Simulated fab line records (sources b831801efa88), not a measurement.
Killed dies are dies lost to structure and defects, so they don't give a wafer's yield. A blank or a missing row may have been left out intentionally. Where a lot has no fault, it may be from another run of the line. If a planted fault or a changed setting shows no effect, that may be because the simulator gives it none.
Comparing a struck lot with a sound one || flow gf180mcu || 33 out of 602 route steps
Sound: the wafers L449.1, L449.2, L449.5. Wafers L463.2, L463.3, L463.5 were the ones struck. Last of all comes the cause.
Order at every step that has rows: each side's tool, ch and its chambers, its first start. Under that, the readings that differ: sound wafers || struck wafers || difference of the means || sigmas: that difference in standard deviations of wafers without a fault.
alike: words and numbers the same on both sides, and readings whose means are apart by under 2 such deviations; not compared: readings that were withheld, readings missing a value for some wafer, numbers with overlapping values and no deviation given by the record, and bounds like >300 which may hide the same value.
The two part at a step that has a row with sigmas, a row that says differs or no value, or rows on one side only. When numbers do not overlap yet have no deviation, they are printed without sigmas and do not part them. Lack of a reading on every wafer of one side parts them only where that side has two or more wafers.

GF_HV_LDD_TW_MEAS_23:
  sound: film metro-04 at day 12 11:51; struck: film metro-04 at day 16 19:25
  alike: HV_LDD_2_TW
then, 7 steps without rows for these wafers: GF_HV_LDD_DEHYDRATE_24 (time 60 s); GF_HV_LDD_HMDS_25 (prime time 60 s); GF_HV_LDD_COAT_26 (resist thk 1000 nm); GF_HV_LDD_SOFTBAKE_27 (time 60 s); GF_HV_LDD_EXPOSE_28 (exposes mask Nplus HV AREA, target cd 400 nm); GF_HV_LDD_PEB_29; GF_HV_LDD_DEVELOP_30 (develop time 62.6 s).
GF_HV_LDD_CD_MEAS_31 targets a cd of 400 nm.
  sound: cd sem-02 at day 13 07:57; struck: cd sem-02 at day 17 17:04
  alike: cd nm
GF_HV_LDD_OVL_MEAS_32:
  sound: overlay-01 at day 13 08:04; struck: overlay-02 at day 17 17:11
  alike: HV_LDD_02_OVL
then, 2 steps without rows for these wafers: GF_HV_LDD_IMPLANT_33; GF_HV_LDD_IMPLANT_34.
GF_HV_LDD_IMPLANT_35:
  sound on implanter-04 ch 0, day 13 08:24; struck on implanter-03 ch 0, day 17 17:32
{"reading": "dose ions cm2", "sound": "7.51e+12 7.516e+12 7.517e+12", "struck": "9.298e+12 9.295e+12 9.284e+12", "difference": "+1.778e+12", "sigmas": "+99 or more"}
{"reading": "faraday current uA", "sound": "41.9 42.1 42.6", "struck": "53.1 50.5 53.2", "difference": "+10.1", "sigmas": "+11"}
  alike: beam energy keV
after that, 1 step had no rows for these wafers: GF_HV_LDD_IMPLANT_36.
GF_HV_LDD_STRIP_37: strips in O2/N2.
  sound on plasma asher-02 ch 0,1, day 13 08:42; struck on plasma asher-01 ch 0,1, day 17 17:49
  alike: drypump motor current A, heater power w, o2 flow sccm, oes product au, strip time to endpoint s
  not compared: rf hours counter h
GF_HV_LDD_TW_MEAS_38:
  sound: film metro-04 at day 13 08:48; struck: film metro-03 at day 17 18:01
{"reading": "HV_LDD_3_TW", "sound": "1425 1423 1427", "struck": "1470 1469 1470", "difference": "+45", "sigmas": "+5"}
then, 7 steps without rows for these wafers: GF_HV_LDD_DEHYDRATE_39 (time 60 s); GF_HV_LDD_HMDS_40 (prime time 60 s); GF_HV_LDD_COAT_41 (resist thk 1000 nm); GF_HV_LDD_SOFTBAKE_42 (time 60 s); GF_HV_LDD_EXPOSE_43 (exposes mask Pplus HV AREA, target cd 400 nm); GF_HV_LDD_PEB_44; GF_HV_LDD_DEVELOP_45 (develop time 60 s).
GF_HV_LDD_CD_MEAS_46 targets a cd of 400 nm.
  sound: cd sem-01 at day 14 04:25; struck: cd sem-01 at day 18 17:16
  alike: cd nm
GF_HV_LDD_OVL_MEAS_47:
  sound: overlay-01 at day 14 04:32; struck: overlay-01 at day 18 17:23
  alike: HV_LDD_03_OVL
after that, 1 step had no rows for these wafers: GF_HV_LDD_IMPLANT_48.
GF_HV_LDD_STRIP_49: strips in O2/N2.
  sound on plasma asher-01 ch 0,1, day 14 04:43; struck on plasma asher-01 ch 0,1, day 18 17:34
  alike: drypump motor current A, heater power w, o2 flow sccm, oes product au, strip time to endpoint s
  not compared: rf hours counter h
GF_HV_LDD_TW_MEAS_50:
  sound: film metro-01 at day 14 04:49; struck: film metro-03 at day 18 17:40
  alike: HV_LDD_4_TW
then, 1 step without rows for these wafers: GF_HV_LDD_CLEAN_51 (cleans in SC1/SC2, time 150 s).
GF_HV_LDD_RTA_52: time 10 s.
  sound on rtp anneal-01 ch 0, day 14 04:59; struck on rtp anneal-02 ch 0, day 18 17:47
{"reading": "lamp power pct (%)", "sound": "34.1 34.0 34.1", "struck": "29.2 29.2 29.3", "difference": -4.8, "sigmas": -2}
  alike: chamber o2 ppm, wafer_temp_C_max
GF_HV_LDD_RS_MEAS_53: measurement is done with a four-point probe.
  sound: film metro-04 at day 14 05:03; struck: film metro-01 at day 18 17:52
{"reading": "HV_LDD_RS (ohm/sq)", "sound": "416.9 417.5 417.5", "struck": "412.8 414.0 413.3", "difference": -3.9, "sigmas": -4}
then, 1 step without rows for these wafers: GF_HV_LDD_CVD_54 (deposits SiO2 from TEOS, target thk 10 nm, time 75 s).
-- the record jumps here: 15 days lie between the struck wafers' starts before and after (it left off in module HV_LDD and takes up again in module PASSIVATION, whose first step shown is number 602 of the route) --
GF_PASSIVATION_PROBE_99:
  record: rows for the struck wafers here (prober-01, day 34 04:00), none for the sound ones

## WHERE THEY PART
At GF_HV_LDD_IMPLANT_35 first; at GF_PASSIVATION_PROBE_99 last (within this record only).

WHY: whatever the simulator had introduced
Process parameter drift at GF_HV_LDD_IMPLANT_35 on implanter-03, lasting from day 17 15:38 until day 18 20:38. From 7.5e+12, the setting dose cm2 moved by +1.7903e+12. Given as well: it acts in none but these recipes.
